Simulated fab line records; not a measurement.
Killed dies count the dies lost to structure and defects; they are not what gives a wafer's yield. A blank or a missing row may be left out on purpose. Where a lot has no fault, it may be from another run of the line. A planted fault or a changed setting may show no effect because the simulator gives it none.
The same fault as seen by 2 desks -- flow sky130 -- each desk holds nothing but its own numbers, with what lay behind them at the end

AT THE TOOL OWNER'S DESK: furnace-01
The tool's own readings at SKY_SONOS_ONO_OXIDATION_00 (stabilise 600 s, purge 300 s, target thk 2.6 nm): means of the sampled wafers that have a number, for each lot that ran on this tool. Any lot whose mean is over 4 standard deviations away from the usual mean is out of limits and marked OUT; that distance is given in the brackets.
Columns: A = zonePowerLowerPct at SKY_SONOS_ONO_OXIDATION_00, usual 14.1 %; B = zonePowerTopPct at SKY_SONOS_ONO_OXIDATION_00, usual 29 %
lot,first seen here,A,B
L603,day 11 09:53,14.5,24
L604,day 11 18:20,14.6,24
L607,day 13 10:27,14.5,24
L610,day 13 15:37,14.5,24
L611,day 14 00:49,14.5,24
L621,day 17 05:53,14.5,24
L622,day 17 19:47,14.5,24
L625,day 18 13:24,14.6,24
This desk's finding: nothing out of limits on any of the 8 lots.

FROM THE METROLOGY DESK
What the gauges read for every lot (on any tool): the sampled wafers with a number, averaged. Any lot whose mean is over 4 standard deviations away from the usual mean is out of limits and marked OUT; that distance is given in the brackets.
Columns: A = SONOS_ONO_OXIDATION_THK at SKY_SONOS_ONO_THK_MEAS_01, usual 2.58 nm; B = LDD_HVN_TW at SKY_LDD_HVN_TW_MEAS_10, usual 1433; C = SD_P_TW at SKY_SD_P_TW_MEAS_11, usual 2825
lot,first seen here,A,B,C
L603,day 11 11:15,2.56,1428,2842
L604,day 11 19:41,2.67,1424,2814
L605,day 12 02:16,2.60,1456,2833
L607,day 13 11:48,2.62,1439,2807
L610,day 13 17:03,2.85 (+5.1) OUT,1428,2842
L611,day 14 02:09,2.87 (+5.6) OUT,1426,2838
L616,day 15 17:10,2.60,1431,2847
L619,day 16 22:53,2.56,1431,2819
L620,day 17 04:31,2.65,1429,2820
L621,day 17 07:15,2.61,1423,2822
L622,day 17 21:08,2.59,1427,2828
L625,day 18 14:45,2.54,1428,2817
This desk's finding: out of limits on L610, L611; first on L610, day 13 17:03 (SONOS_ONO_OXIDATION_THK at SKY_SONOS_ONO_THK_MEAS_01). L603, L604, L605, L607, L616, L619, L620, L621, L622, L625: within limits.

TAKEN TOGETHER
On L610, L611, the metrology desk was in a position to raise an alarm at day 13 17:03.
The tool owner's desk saw nothing out of limits.
On record at the tool owner's desk: L610, L611, within its limits.
On furnace-01, each named lot ran SKY_SONOS_ONO_OXIDATION_00.

WHAT WAS PUT IN BY THE SIMULATOR
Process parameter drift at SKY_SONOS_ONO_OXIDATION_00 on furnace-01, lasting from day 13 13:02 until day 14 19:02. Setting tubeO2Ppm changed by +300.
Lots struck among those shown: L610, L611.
Hours from the fault's start to each desk's first reading out of limits: the metrology desk, 4.
